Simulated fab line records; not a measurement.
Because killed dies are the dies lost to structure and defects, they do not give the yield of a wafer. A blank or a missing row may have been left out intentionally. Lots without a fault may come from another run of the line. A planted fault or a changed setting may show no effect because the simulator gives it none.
Chamber matching -- flow gf180mcu -- rie-diel-04 running GF_V3_ETCH_16: 4 sister chambers
The step etches BARC in N2/H2. 14 wafers are shown with their chamber, then 7 later ones without.

## WAFERS PAIRED WITH THEIR CHAMBERS
wafer,chamber,throttle-valve-pct (%),n2-flow-sccm (sccm),oes-product-au (a.u.)
L227.1,3,13.231,100.26,0.846
L227.5,3,13.236,100.37,0.852
L227.6,1,13.217,99.99,0.854
L234.2,2,13.209,100.16,0.855
L234.3,0,13.219,99.86,0.860
L234.5,3,13.226,99.94,0.852
L236.1,0,13.226,99.92,0.859
L236.2,2,13.218,99.53,0.856
L236.3,3,13.234,99.46,0.857
L243.3,2,13.232,100.01,0.855
L243.5,0,13.232,99.63,0.848
L243.6,3,13.221,99.93,0.855
L244.3,0,13.219,99.53,0.857
L244.5,3,13.224,100.37,0.860

SIGNATURES, as means of the wafers listed above
reading,chamber 0,chamber 1,chamber 2,chamber 3,scatter within a chamber
throttle-valve-pct,13.22400,13.21700,13.21967,13.22867,0.0075
n2-flow-sccm,99.7350,99.9900,99.9000,100.0550,0.307
oes-product-au,0.85600,0.85400,0.85533,0.85367,0.00456
Rule: a wafer lies at a distance from a chamber equal to the root of the sum of squares, over the readings, of (its reading less the chamber's mean, divided by the reading's scatter). The wafer belongs to the nearest chamber; if the next one is less than 2 further off, it can't be placed. How the scatter is found: for the shown wafers, subtract from each reading the mean of its chamber, square and add these, divide the total by (wafers less chambers), then take the root.

## WAFERS WITHOUT THEIR CHAMBER
wafer,throttle-valve-pct (%),n2-flow-sccm (sccm),oes-product-au (a.u.)
L244.6,13.222,100.18,0.853
L248.1,13.223,99.62,0.860
L248.3,13.224,99.99,0.846
L248.6,13.220,100.20,0.853
L249.1,13.241,100.11,0.858
L249.4,13.247,100.34,0.854
L249.5,13.241,99.87,0.850

## THE CHAMBER EACH PASSED THROUGH
wafer,from the rows above,in truth
L244.6,can't be placed: 1 or 3 or 2 or 0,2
L248.1,can't be placed: 0 or 2 or 1 or 3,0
L248.3,can't be placed: 3 or 1 or 2 or 0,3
L248.6,can't be placed: 1 or 2 or 3 or 0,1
L249.1,can't be placed: 3 or 0 or 2 or 1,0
L249.4,can't be placed: 3 or 0 or 2 or 1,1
L249.5,can't be placed: 3 or 0 or 2 or 1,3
0 of 7 placed correctly. Can't be placed from these rows: 7 (the true chamber is among the candidates in 7). Placed wrongly: 0.
